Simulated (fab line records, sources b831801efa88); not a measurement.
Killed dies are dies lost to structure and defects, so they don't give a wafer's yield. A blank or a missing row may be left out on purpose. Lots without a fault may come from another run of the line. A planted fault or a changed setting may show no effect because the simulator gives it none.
Problem report in the 8D (eight disciplines) form, filled by code | flow sky130 | the parts of the form that need people (team, actions taken, sign-off) are left out

1. THE PROBLEM
spin_speed_rpm at SKY_METAL1_COAT_10 reads a mean of 3071.3 rpm on 6 wafers of 2 lots; wafers without a fault read 3000.0 rpm with a standard deviation of 1.9. That is +38 standard deviations from the usual mean.
The step: resist thk 450 nm.
First seen on wafer L440.1, day 37 23:00, on litho_track-01. The record holds 39 wafers of 13 lots with a number at this step. Rule for "out", or "out of limits": more than 4 standard deviations from the usual mean. The other wafers with a number count as sound.

2. WHAT IT IS AND WHAT IT IS NOT
question                    | is                     | is not
which readings at this step | spin_speed_rpm         | -
which lots                  | L440, L442             | L423, L424, L425, L427, L428, L429, L432, L433, L434, L436, L444
which wafers of those lots  | all that have a number | -
read on which tools         | litho_track-01         | litho_track-02, litho_track-03
when                        | from day 37 23:00      | up to then (30 sound wafers); but 3 sound wafers of L444 came after

3. SUSPECTS, AND WHAT RULES EACH OUT
Counting: a tool at a process step up to the reading stays a suspect if it ran every lot that is out and no sound lot after the first of them.
- pvd_sputter-04 at SKY_METAL1_SPUTTER_01 (material TiN, target thk 20 nm, time 16.7 s): kept. It ran every lot that is out, first L440 (day 37 10:56), and no sound lot after that; its last sound lot up to then is L436 (day 36 03:43).
- litho_track-01 at SKY_METAL1_COAT_10 (resist thk 450 nm): kept. It ran every lot that is out, first L440 (day 37 23:00), and no sound lot after that; its last sound lot up to then is L427 (day 33 16:00). Its own readings are out on those wafers: spin_speed_rpm.
Left after counting: pvd_sputter-04 at SKY_METAL1_SPUTTER_01, litho_track-01 at SKY_METAL1_COAT_10.

4. THE CAUSE (what the simulator had put in)
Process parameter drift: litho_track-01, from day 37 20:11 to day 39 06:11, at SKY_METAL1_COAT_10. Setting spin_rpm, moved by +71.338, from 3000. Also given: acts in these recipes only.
Counting left 2 suspects, and this tool is among them.

5. THE CHAIN OF EFFECTS, in route order
Each row: a reading whose mean over the struck wafers that have a number lies more than 3 standard deviations from the usual. Only readings for which the record gives a usual standard deviation are gone through. hours: the time from each lot's start at the first step in this table that gives one to its start at this step, as a median over the lots. sigmas: the change in usual standard deviations.
hours | step               | reading        | usual      | on struck wafers | change | sigmas
0     | SKY_METAL1_COAT_10 | spin_speed_rpm | 3000.0 rpm | 3071.3           | +71.3  | +38
The process steps in it:
- SKY_METAL1_COAT_10: resist thk 450 nm.

6. WHAT WOULD HAVE CAUGHT IT SOONER
In this record the first reading out of limits was taken at day 37 23:00, 3 hours after the fault began at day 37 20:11.
